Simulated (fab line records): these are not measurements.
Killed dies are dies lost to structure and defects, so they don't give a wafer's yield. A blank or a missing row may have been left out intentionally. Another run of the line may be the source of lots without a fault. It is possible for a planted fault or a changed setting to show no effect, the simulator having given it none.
Struck lot and sound lot, side by side	flow sky130	18 steps out of a route of 708
Sound: wafers L485.2, L485.3, L485.6. Struck: wafer L491.2. (L491.4, L491.6 of the same lot were not struck and are left out.) The cause comes at the end.
At each step with rows: each side's tool, then ch and its chambers, then its first start. Under that, the readings that differ: sound wafers	struck wafers	difference of the means	sigmas: that difference in standard deviations of wafers without a fault.
alike: a reading whose means differ by less than 2 such deviations, as well as words and numbers matching on both sides. not compared: withheld readings; readings where some wafer has no value; bounds like >300 that might hide an equal value; numbers whose values overlap and for which the record gives no deviation.
A row with sigmas, a row that says differs or no value, or rows on one side alone: a step with any of these is where the two part. Numbers that don't overlap but have no deviation are shown without sigmas and don't part them. A reading missing from all wafers of one side parts the sides only when that side holds two or more wafers.

first, 3 steps without rows for these wafers: SKY_VIA3_EXPOSE_09 (exposes mask VIM3, target cd 200 nm); SKY_VIA3_PEB_10; SKY_VIA3_DEVELOP_11 (develop time 60 s).
SKY_VIA3_CD_MEAS_12: target cd 200 nm.
  sound on cd_sem-01, day 41 04:44; struck on cd_sem-02, day 42 13:18
  alike: cd_nm
SKY_VIA3_OVL_MEAS_13:
  sound on overlay-01, day 41 04:50; struck on overlay-01, day 42 13:25
  alike: VIA3_OVL
SKY_VIA3_ETCH_14: etches BARC in N2/H2, stops on SiO2, time 45.9 s, target depth 60 nm.
  sound on rie_diel-03 ch 1,2,3, day 41 04:52; struck on rie_diel-01 ch 1, day 42 13:26
reading	sound	struck	difference	sigmas
drypump_motor_current_A (A)	5.7 5.7 5.3	6.5	+0.9	+2
  alike: oes_product_au, throttle_valve_pct
  not compared: rf_hours_counter_h
SKY_VIA3_ETCH_15: etches SiO2 in C4F8/O2/Ar, stops on TiN, target depth 507 nm, time 78 s.
  sound on rie_diel-03 ch 1,2,3, day 41 04:55; struck on rie_diel-01 ch 1, day 42 13:29
  alike: oes_product_au
  not compared: rf_hours_counter_h
SKY_VIA3_STRIP_16: strips in O2/N2.
  sound on plasma_asher-03 ch 0,1, day 41 04:58; struck on plasma_asher-03 ch 1, day 42 13:32
  alike: drypump_motor_current_A, oes_product_au, strip_time_to_endpoint_s
  not compared: rf_hours_counter_h
then, 3 steps without rows for these wafers: SKY_VIA3_STRIP_17 (strips in post etch residue remover, time 1200 s); SKY_VIA3_CLEAN_18 (cleans in IPA, time 180 s); SKY_VIA3_CLEAN_19 (cleans in O3/DIW).
SKY_VIA3_SPUTTER_20: material TiN, target thk 20 nm, time 80 s.
  sound on pvd_sputter-04, day 41 05:38; struck on pvd_sputter-04, day 42 14:08
  alike: throttle_valve_pct
SKY_VIA3_CVD_21: deposits W, target thk 390 nm, time 117.31 s.
  sound on cvd_w-02 ch 0,1, day 41 05:42; struck on cvd_w-02 ch 0, day 42 14:14
reading	sound	struck	difference	sigmas
model.W_of_VIA3_CVD_21.thk_nm (nm)	391 393.3 392.1	114.5	-277.6	
  alike: heater_power_w
SKY_VIA3_RS_MEAS_22: the measuring method here is four-point-probe.
  sound on film_metro-02, day 41 05:50; struck on film_metro-02, day 42 14:28
reading	sound	struck	difference	sigmas
VIA3_W_RS (ohm/sq)	0.293 0.292 0.293	1.028	+0.735	+99 or more
SKY_VIA3_THK_MEAS_23: measures by xrf.
  sound on film_metro-02, day 41 05:57; struck on film_metro-02, day 42 14:34
reading	sound	struck	difference	sigmas
VIA3_W_THK (nm)	380 379 380	113	-267	-40
SKY_VIA3_CMP_24: polishes, stops on SiO2, t overpolish 20 s, target thk 0 nm.
  sound on cmp-01 ch 0,1,3, day 41 06:00; struck on cmp-01 ch 1, day 42 14:40
reading	sound	struck	difference	sigmas
time_to_endpoint_s (s)	95 92 90	27	-65	-19
  alike: motor_current_A, slurry_flow_ml_min
SKY_METAL4_SPUTTER_00: material Ti, target thk 15 nm, time 10 s.
  sound on pvd_sputter-04, day 41 06:18; struck on pvd_sputter-02, day 42 14:55
  alike: throttle_valve_pct
-- the record jumps here: 6 days lie between the struck wafers' starts before and after (it left off in module METAL4 and takes up again in module PAD_OPEN, whose first step shown is number 708 of the route) --
SKY_PAD_OPEN_PROBE_99:
  sound on prober-02, day 47 04:22; struck on prober-02, day 48 09:57
reading	sound	struck	difference	sigmas
killed_at_M0_to_M3	56 47 55	34	-19	-3
  alike: defect_limited_yield, killed_at_M4_up, killed_at_contacts, killed_at_front_end, killed_at_other, killed_dies, killed_open, killed_short, sort_bin_3_pad_short, sort_bin_5_function, sort_bin_6_memory, sort_n_pass, sort_yield_pct

## WHERE THEY PART
At SKY_VIA3_ETCH_14 first; at SKY_PAD_OPEN_PROBE_99 last (within this record only).

WHY: whatever the simulator had introduced
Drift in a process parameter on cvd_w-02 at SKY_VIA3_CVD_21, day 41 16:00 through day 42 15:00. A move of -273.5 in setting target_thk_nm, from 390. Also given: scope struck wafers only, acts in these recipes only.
